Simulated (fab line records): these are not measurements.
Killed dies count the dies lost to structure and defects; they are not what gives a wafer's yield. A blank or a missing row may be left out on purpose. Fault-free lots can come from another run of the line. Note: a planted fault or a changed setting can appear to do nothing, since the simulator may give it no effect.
fab line records    flow sky130
record: lots: 10  wafers: 30  lastDay: 50
route steps=708 shown LDD_HVN@276 POLY_CUT@319 SD_P@329 SD_N@350
lots that met no fault: taken from a fault-free run of the same line
startH: hours from the record's opening day to when the first of the lot's shown wafers began    waitH: time in hours since the lot's previous step    " same as the row above    L1.1+2: a row that stands for several wafers    - no value, or no start given    * or withheld: withheld    < > ~ a bound
route shown NAME@n: names a module that has steps shown in the file, with the first one's number in the route    usual: average and standard deviation across the fault-free wafers    same: alike in all rows    chamber/n: place in a boat    sites: per-site readings    _std_site: how widely they spread, as a standard deviation    _edge_site: the outer-site mean with the inner-site mean subtracted    radiusMm: how far each site lies from the wafer's centre    mask NAME#n: copy n    behind: the tool/chamber that last shaped the wafer    hold: what put the lot on hold/how long, in hours/how the hold closed    device: which transistor (n, p or np) failed to switch    end of line: the tests these same wafers got at the end of their route    a step given without rows: its recipe and nothing more    killed: dies lost to structure and defects at the first sort, not the wafer's yield    map: dies across one wafer; x = killed, . = not, _ = none there
set.NAME: setting as actually run; set.NAME@STEP: the setting as run at that earlier step    model.NAME: the simulator's own value behind a step, which no gauge read
route steps across a sampled set of lots; one table per step, one row per wafer
services: from which hour (startH, from the record's first day; less than 0 if before it) a tool's chamber was out of use, for how many hours, and why
== steps ==
step: SKY_LDD_HVN_STRIP_09
recipe: chemistry: O2/N2  powerW: 1400  pressureMtorr: 1500  platenTempC: withheld  o2FlowSccm: 3000  n2FlowSccm: 300  overashFraction: 0.5
usual: drypumpMotorCurrentA: 6.0/0.56  oesProductAu: 0.408/0.004  stripTimeToEndpointS: 4.136/0.015
lot.wafer  tool            chamber  startH  waitH  drypumpMotorCurrentA  oesProductAu  rfHoursCounterH  stripTimeToEndpointS
L831.1     plasmaAsher-02  0        482.68  0.1    5.1                   0.409         37               4.141
L831.2     "               1        "       "      6.7                   0.406         37               4.143
L831.3     "               1        "       "      6.6                   0.414         -                4.144
L833.1     plasmaAsher-02  1        499.09  0.1    6.7                   0.409         38               4.153
L833.4     "               0        "       "      5.1                   0.406         -                4.135
L833.5     "               1        "       "      6.6                   0.406         -                4.154
L836.3     plasmaAsher-01  0        531.57  0.1    6.4                   0.397         -                4.140
L836.4     "               1        "       "      5.7                   0.408         -                4.119
L836.6     "               0        "       "      6.4                   0.407         -                4.131
L838.1     plasmaAsher-01  1        570.31  0.1    5.7                   0.410         13               4.138
L838.2     "               0        "       "      6.5                   0.416         13               4.138
L838.4     "               1        "       "      5.7                   0.410         -                4.142
L840.1     plasmaAsher-04  0        578.48  0.1    6.5                   0.412         77               4.121
L840.2     "               1        "       "      6.0                   0.425         77               4.132
L840.3     "               0        "       "      6.5                   0.400         -                4.132
L845.2     plasmaAsher-02  1        607.36  0.1    6.6                   0.410         49               4.146
L845.3     "               0        "       "      5.1                   0.412         -                4.125
L845.5     "               1        "       "      6.6                   0.404         -                4.150
L846.2     plasmaAsher-02  0        615.86  0.1    5.1                   0.404         50               4.138
L846.3     "               0        "       "      5.1                   0.408         -                4.139
L846.5     "               1        "       "      6.6                   0.412         -                4.130
L847.2     plasmaAsher-01  0        623.88  0.1    6.5                   0.410         19               4.153
L847.3     "               1        "       "      5.7                   0.403         -                4.139
L847.4     "               0        "       "      6.5                   0.411         -                4.131
L852.2     plasmaAsher-04  1        661.33  0.1    6.0                   0.412         86               4.146
L852.3     "               1        "       "      6.0                   0.407         -                4.119
L852.5     "               1        "       "      6.0                   0.405         -                4.124
L853.1     plasmaAsher-02  0        670.61  0.1    5.1                   0.410         57               4.135
L853.4     "               0        "       "      5.1                   0.406         -                4.143
L853.5     "               1        "       "      6.6                   0.413         -                4.131
step: SKY_POLY_CUT_STRIP_12
recipe: chemistry: O2/N2  powerW: 1400  pressureMtorr: 1500  platenTempC: withheld  o2FlowSccm: 3000  n2FlowSccm: 300  overashFraction: 0.5
usual: drypumpMotorCurrentA: 6.1/0.34  oesProductAu: 0.453/0.005  stripTimeToEndpointS: 5.361/0.019
lot.wafer  tool            chamber  startH  waitH  drypumpMotorCurrentA  oesProductAu  rfHoursCounterH  stripTimeToEndpointS
L831.1     plasmaAsher-01  1        578.23  0.0    5.7                   0.446         14               5.339
L831.2     "               0        "       "      6.5                   0.458         14               5.340
L831.3     "               0        "       "      6.5                   0.455         -                5.358
L833.1     plasmaAsher-03  1        594.21  0.0    5.7                   0.461         92               5.373
L833.4     "               0        "       "      6.0                   0.452         -                5.382
L833.5     "               1        "       "      5.7                   0.448         -                5.375
L836.3     plasmaAsher-01  0        624.32  0.1    6.5                   0.443         -                5.330
L836.4     "               1        "       "      5.7                   0.460         -                5.380
L836.6     "               0        "       "      6.5                   0.447         -                5.351
L838.1     plasmaAsher-01  1        661.52  0.0    5.7                   0.455         23               5.365
L838.2     "               0        "       "      6.5                   0.456         23               5.379
L838.4     "               0        "       "      6.5                   0.453         -                5.356
L840.1     plasmaAsher-01  1        672.41  0.0    5.7                   0.461         24               5.378
L840.2     "               0        "       "      6.5                   0.456         24               5.352
L840.3     "               1        "       "      5.7                   0.453         -                5.374
L845.2     plasmaAsher-01  0        698.83  0.0    6.5                   0.454         27               5.352
L845.3     "               0        "       "      6.5                   0.450         -                5.357
L845.5     "               0        "       "      6.5                   0.451         -                5.351
L846.2     plasmaAsher-01  1        705.33  0.0    5.7                   0.454         28               5.381
L846.3     "               1        "       "      5.7                   0.450         -                5.403
L846.5     "               0        "       "      6.4                   0.454         -                5.380
L847.2     plasmaAsher-01  1        712.36  0.0    5.7                   0.449         29               5.369
L847.3     "               0        "       "      6.4                   0.450         -                5.393
L847.4     "               1        "       "      5.7                   0.461         -                5.371
L852.2     plasmaAsher-03  1        748.53  0.0    5.8                   0.451         1                5.361
L852.3     "               0        "       "      6.0                   0.454         -                5.338
L852.5     "               1        "       "      5.7                   0.459         -                5.334
L853.1     plasmaAsher-03  1        756.83  0.0    5.7                   0.450         2                5.366
L853.4     "               1        "       "      5.8                   0.458         -                5.389
L853.5     "               1        "       "      5.7                   0.453         -                5.372
step: SKY_SD_P_IMPLANT_09
recipe: species: BF2  energyKev: 20  doseCm2: 3e+15  tiltDeg: 0
usual: beamEnergyKeV: 20.000/0.0063
lot.wafer  tool          chamber  startH  waitH  beamEnergyKeV
L831.1     implanter-03  0        608.65  0.0    20.000
L831.2     "             0        "       "      19.999
L831.3     "             0        "       "      19.998
L833.1     implanter-03  0        624.08  0.0    20.002
L833.4     "             0        "       "      19.993
L833.5     "             0        "       "      20.005
L836.3     implanter-04  0        652.25  0.1    20.011
L836.4     "             0        "       "      20.004
L836.6     "             0        "       "      20.002
L838.1     implanter-01  0        690.75  0.0    20.003
L838.2     "             0        "       "      20.005
L838.4     "             0        "       "      20.001
L840.1     implanter-03  0        701.13  0.0    20.005
L840.2     "             0        "       "      19.998
L840.3     "             0        "       "      19.993
L845.2     implanter-03  0        727.60  0.0    18.662
L845.3     "             0        "       "      18.662
L845.5     "             0        "       "      18.646
L846.2     implanter-03  0        733.13  0.0    18.649
L846.3     "             0        "       "      18.671
L846.5     "             0        "       "      18.657
L847.2     implanter-04  0        740.25  0.0    19.994
L847.3     "             0        "       "      19.998
L847.4     "             0        "       "      19.996
L852.2     implanter-01  0        774.13  0.0    19.990
L852.3     "             0        "       "      19.997
L852.5     "             0        "       "      19.995
L853.1     implanter-04  0        782.80  0.0    20.004
L853.4     "             0        "       "      19.999
L853.5     "             0        "       "      19.999
step: SKY_SD_P_STRIP_10
recipe: chemistry: O2/N2  powerW: 1400  pressureMtorr: 1500  platenTempC: withheld  o2FlowSccm: 3000  n2FlowSccm: 300  overashFraction: 0.5
usual: drypumpMotorCurrentA: 6.1/0.53  oesProductAu: 0.617/0.0049  stripTimeToEndpointS: 17.51/0.041
lot.wafer  tool            chamber  startH  waitH  drypumpMotorCurrentA  oesProductAu  rfHoursCounterH  stripTimeToEndpointS
L831.1     plasmaAsher-02  1        608.80  0.1    6.6                   0.620         50               17.53
L831.2     "               0        "       "      5.1                   0.618         50               17.58
L831.3     "               0        "       "      5.1                   0.622         -                17.57
L833.1     plasmaAsher-04  1        624.23  0.1    6.0                   0.623         82               17.54
L833.4     "               1        "       "      6.0                   0.610         -                17.55
L833.5     "               1        "       "      6.0                   0.617         -                17.53
L836.3     plasmaAsher-01  1        652.38  0.1    5.7                   0.611         -                17.51
L836.4     "               0        "       "      6.5                   0.617         -                17.54
L836.6     "               1        "       "      5.7                   0.615         -                17.54
L838.1     plasmaAsher-04  1        690.90  0.1    6.0                   0.618         89               17.50
L838.2     "               0        "       "      6.5                   0.616         89               17.52
L838.4     "               0        "       "      6.5                   0.622         -                17.51
L840.1     plasmaAsher-04  0        701.28  0.1    6.5                   0.621         90               17.52
L840.2     "               1        "       "      6.0                   0.621         90               17.55
L840.3     "               1        "       "      6.0                   0.630         -                17.56
L845.2     plasmaAsher-02  1        727.73  0.1    6.7                   0.618         62               17.30
L845.3     "               1        "       "      6.6                   0.628         -                17.28
L845.5     "               1        "       "      6.6                   0.614         -                17.27
L846.2     plasmaAsher-02  1        733.25  0.1    6.6                   0.618         63               17.38
L846.3     "               0        "       "      5.1                   0.632         -                17.37
L846.5     "               0        "       "      5.1                   0.627         -                17.38
L847.2     plasmaAsher-01  1        740.38  0.1    5.7                   0.613         32               17.53
L847.3     "               0        "       "      6.5                   0.618         -                17.48
L847.4     "               1        "       "      5.7                   0.624         -                17.52
L852.2     plasmaAsher-02  0        774.25  0.1    5.1                   0.620         68               17.48
L852.3     "               1        "       "      6.6                   0.615         -                17.51
L852.5     "               0        "       "      5.1                   0.623         -                17.54
L853.1     plasmaAsher-04  1        782.95  0.1    6.0                   0.615         96               17.49
L853.4     "               0        "       "      6.5                   0.623         -                17.49
L853.5     "               0        "       "      6.5                   0.613         -                17.44
step: SKY_SD_P_TW_MEAS_11
usual: SD_P_TW: 2839/14
lot.wafer  tool          chamber  startH  waitH  SD_P_TW
L831.1     filmMetro-04  -        608.90  0.1    2852
L831.2     "             -        "       "      2844
L831.3     "             -        "       "      2850
L833.1     filmMetro-01  -        624.33  0.1    2815
L833.4     "             -        "       "      2821
L833.5     "             -        "       "      2822
L836.3     filmMetro-02  -        652.47  0.1    2853
L836.4     "             -        "       "      2843
L836.6     "             -        "       "      2842
L838.1     filmMetro-04  -        691.00  0.1    2845
L838.2     "             -        "       "      2843
L838.4     "             -        "       "      2845
L840.1     filmMetro-04  -        701.38  0.1    2851
L840.2     "             -        "       "      2842
L840.3     "             -        "       "      2844
L845.2     filmMetro-01  -        727.84  0.1    2773
L845.3     "             -        "       "      2771
L845.5     "             -        "       "      2788
L846.2     filmMetro-01  -        733.36  0.1    2777
L846.3     "             -        "       "      2783
L846.5     "             -        "       "      2765
L847.2     filmMetro-02  -        740.49  0.1    2855
L847.3     "             -        "       "      2854
L847.4     "             -        "       "      2842
L852.2     filmMetro-01  -        774.36  0.1    2847
L852.3     "             -        "       "      2847
L852.5     "             -        "       "      2837
L853.1     filmMetro-01  -        783.05  0.1    2855
L853.4     "             -        "       "      2858
L853.5     "             -        "       "      2854
step: SKY_SD_N_OVL_MEAS_08
usual: SD_N_OVL: -0.1/1.5
lot.wafer  tool        chamber  startH  waitH  SD_N_OVL[nm]
L831.1     overlay-02  -        668.82  0.1    0.3
L831.2     "           -        "       "      0.9
L831.3     "           -        "       "      -0.4
L833.1     overlay-02  -        682.75  0.1    -0.4
L833.4     "           -        "       "      1.5
L833.5     "           -        "       "      0.1
L836.3     overlay-02  -        709.88  0.1    0.7
L836.4     "           -        "       "      1.0
L836.6     "           -        "       "      3.2
L838.1     overlay-02  -        745.50  0.1    -2.2
L838.2     "           -        "       "      -0.5
L838.4     "           -        "       "      -1.0
L840.1     overlay-01  -        756.20  0.1    -0.8
L840.2     "           -        "       "      -0.5
L840.3     "           -        "       "      0.0
L845.2     overlay-02  -        781.87  0.1    3.4
L845.3     "           -        "       "      1.2
L845.5     "           -        "       "      0.6
L846.2     overlay-01  -        786.22  0.1    -2.2
L846.3     "           -        "       "      -2.8
L846.5     "           -        "       "      -2.1
L847.2     overlay-02  -        793.37  0.1    -1.4
L847.3     "           -        "       "      -0.3
L847.4     "           -        "       "      -0.1
L852.2     overlay-02  -        827.32  0.1    1.5
L852.3     "           -        "       "      -0.5
L852.5     "           -        "       "      -1.0
L853.1     overlay-02  -        835.55  0.1    0.6
L853.4     "           -        "       "      1.0
L853.5     "           -        "       "      -0.2
step: SKY_SD_N_RS_MEAS_17
recipe: thkMeasGauge: four-point-probe
usual: SD_P_RS: 147.0/0.36
lot.wafer  tool          chamber  startH  waitH  SD_P_RS[ohm/sq]
L831.1     filmMetro-01  -        669.66  0.1    147.0
L831.2     "             -        "       "      147.1
L831.3     "             -        "       "      147.0
L833.1     filmMetro-04  -        683.59  0.1    147.0
L833.4     "             -        "       "      147.6
L833.5     "             -        "       "      147.7
L836.3     filmMetro-02  -        710.74  0.1    146.8
L836.4     "             -        "       "      146.5
L836.6     "             -        "       "      146.6
L838.1     filmMetro-01  -        746.39  0.1    147.0
L838.2     "             -        "       "      146.9
L838.4     "             -        "       "      146.6
L840.1     filmMetro-01  -        757.09  0.1    146.7
L840.2     "             -        "       "      146.7
L840.3     "             -        "       "      146.7
L845.2     filmMetro-02  -        782.79  0.1    152.4
L845.3     "             -        "       "      152.5
L845.5     "             -        "       "      151.9
L846.2     filmMetro-04  -        787.13  0.1    152.4
L846.3     "             -        "       "      152.3
L846.5     "             -        "       "      151.9
L847.2     filmMetro-01  -        794.23  0.1    146.9
L847.3     "             -        "       "      146.6
L847.4     "             -        "       "      147.0
L852.2     filmMetro-04  -        828.19  0.1    146.5
L852.3     "             -        "       "      147.1
L852.5     "             -        "       "      146.7
L853.1     filmMetro-02  -        836.39  0.1    146.7
L853.4     "             -        "       "      146.6
L853.5     "             -        "       "      146.5
== services ==
tool            chamber  startH  hours  kind
plasmaAsher-04  -        462.81  2.6    repair
implanter-04    -        485.46  85.9   pm
plasmaAsher-01  -        487.41  1.3    repair
plasmaAsher-01  -        541.57  2.7    repair
implanter-01    -        543.65  1.1    repair
implanter-03    -        560.62  6.5    pm
implanter-01    -        606.50  1.1    repair
plasmaAsher-03  -        608.44  34.0   repair
implanter-04    -        626.21  0.6    repair
plasmaAsher-03  -        634.64  11.4   repair
implanter-01    -        645.25  0.5    repair
implanter-03    -        646.78  9.7    pm
implanter-03    -        676.19  3.4    repair
plasmaAsher-03  -        708.66  5.0    repair
plasmaAsher-03  -        733.75  9.0    pm
plasmaAsher-03  0        733.75  9.0    ventCycle
plasmaAsher-03  1        733.75  9.0    ventCycle
plasmaAsher-04  -        739.17  28.1   pm
plasmaAsher-03  0        742.75  -      clean
plasmaAsher-03  1        742.75  -      clean
implanter-01    -        759.55  9.9    repair
implanter-03    -        761.57  3.3    pm
implanter-03    -        768.07  0.8    repair
plasmaAsher-01  -        775.98  2.8    pm
== key ==
firstSign: step: SKY_SD_P_IMPLANT_09  reading: beamEnergyKeV  direction: down  sigmas: 99+  usual: *  struck: *
effect: step: SKY_SD_P_STRIP_10  reading: stripTimeToEndpointS  direction: down  sigmas: 4.4  usual: *  struck: *
effect: step: SKY_SD_P_TW_MEAS_11  reading: SD_P_TW  direction: down  sigmas: 4.6  usual: 2839  struck: 2776
effect: step: SKY_SD_N_RS_MEAS_17  reading: SD_P_RS  direction: up  sigmas: 14  usual: 147.0  struck: 152.2
metAt SKY_SD_P_IMPLANT_09
struckLots L845,L846
testerLeftOut L845,L846
notActingAt SKY_LDD_HVN_STRIP_09,SKY_POLY_CUT_STRIP_12,SKY_SD_N_OVL_MEAS_08
onsetBetween 701.13 727.60
earlierFault: kind: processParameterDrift  tool: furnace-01  chamber: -  onsetH: 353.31  steps: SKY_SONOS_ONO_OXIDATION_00  channel: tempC  offset: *  shape: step  endH: 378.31  actsIn: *  stated: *
fault: kind: processParameterDrift  tool: implanter-03  chamber: -  onsetH: 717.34  steps: SKY_SD_P_IMPLANT_09  channel: energyKev  offset: *  shape: step  endH: 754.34  actsIn: *  stated: *
testerLeftOut: of these lots the tester's yield and bins aren't shown, on N5 and GAA mostly nor the transistor test; their killed dies are dies lost to structure and defects alone, not to doping, threshold or leakage, so they don't give the yield
